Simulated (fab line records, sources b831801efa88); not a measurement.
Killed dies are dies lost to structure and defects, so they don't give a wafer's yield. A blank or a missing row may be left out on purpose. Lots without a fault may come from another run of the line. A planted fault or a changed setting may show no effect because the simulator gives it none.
Which tool did it? | flow sky130 | 6 lots, 18 wafers sampled, at 4 steps of a route of 708

WHAT THE GAUGES READ, wafer by wafer
SKY_LDD_LDN_TW_MEAS_13.
lot  | measured     | on            | LDD_LDN_TW
L866 | day 24 10:11 | film_metro-04 | 1476 1476 1480
L870 | day 24 11:53 | film_metro-01 | 1509 1500 1508
L872 | day 25 15:01 | film_metro-02 | 1573 1558 1561 1563 1563 1567
L879 | day 27 15:51 | film_metro-02 | 1561 1567 1565 1559 1567 1565
L882 | day 28 21:11 | film_metro-02 | 1471 1464 1463
L886 | day 30 05:29 | film_metro-01 | 1506 1510 1506

WHICH TOOL RAN EACH LOT (tool, then ch and the chambers of the sampled wafers, then the start)
lot  | SKY_POLY_GATE_ETCH_15              | SKY_LDD_LDN_IMPLANT_10          | SKY_LDD_LDN_STRIP_12
L866 | rie_diel-03 ch 0,1,3, day 17 21:33 | implanter-02 ch 0, day 24 09:49 | plasma_asher-04 ch 0,1, day 24 10:05
L870 | rie_diel-01 ch 0,1, day 17 22:17   | implanter-04 ch 0, day 24 11:29 | plasma_asher-01 ch 0,1, day 24 11:47
L872 | rie_diel-01 ch 0,2,3, day 19 04:00 | implanter-01 ch 0, day 25 14:19 | plasma_asher-04 ch 0,1, day 25 14:54
L879 | rie_diel-01 ch 1,2,3, day 21 08:21 | implanter-01 ch 0, day 27 15:08 | plasma_asher-01 ch 0,1, day 27 15:45
L882 | rie_diel-04 ch 0,1, day 22 14:46   | implanter-02 ch 0, day 28 20:47 | plasma_asher-01 ch 0,1, day 28 21:05
L886 | rie_diel-03 ch 1,2, day 24 02:27   | implanter-02 ch 0, day 30 05:05 | plasma_asher-04 ch 0,1, day 30 05:23
- SKY_POLY_GATE_ETCH_15: etches BARC in N2/H2, stops on SiO2, time 118.5 s, target depth 110 nm.
- SKY_LDD_LDN_IMPLANT_10
- SKY_LDD_LDN_STRIP_12: strips in O2/N2.

THE ANSWER, worked out from the rows above alone
Rule: what is usual is taken from the lots themselves. Put in order of their means at a reading, lots are off if they are a third of the lots or fewer, leave a main group of 4 or more, and stand apart from it by a gap of 3 or more times the standard deviation of the main group's means; of several such gaps the widest counts. A main group whose means are all the same, to the digits that the tables above print for the reading, isn't used. A lot without any number at a reading at which 4 lots or more have one is off too. The other lots that the step has rows for count as sound.
Off: L872, L879, at SKY_LDD_LDN_TW_MEAS_13 (LDD_LDN_TW). The main group: mean 1489, standard deviation 18.
A tool fits if, at a process step before that reading, it ran every lot that is off, and no sound lot after the first of them. The gauges at SKY_LDD_LDN_TW_MEAS_13 are tried like those tools. Can't be told from this: 2 tools fit, rie_diel-01 at SKY_POLY_GATE_ETCH_15, implanter-01 at SKY_LDD_LDN_IMPLANT_10.

WHAT THE SIMULATOR HAD PUT IN
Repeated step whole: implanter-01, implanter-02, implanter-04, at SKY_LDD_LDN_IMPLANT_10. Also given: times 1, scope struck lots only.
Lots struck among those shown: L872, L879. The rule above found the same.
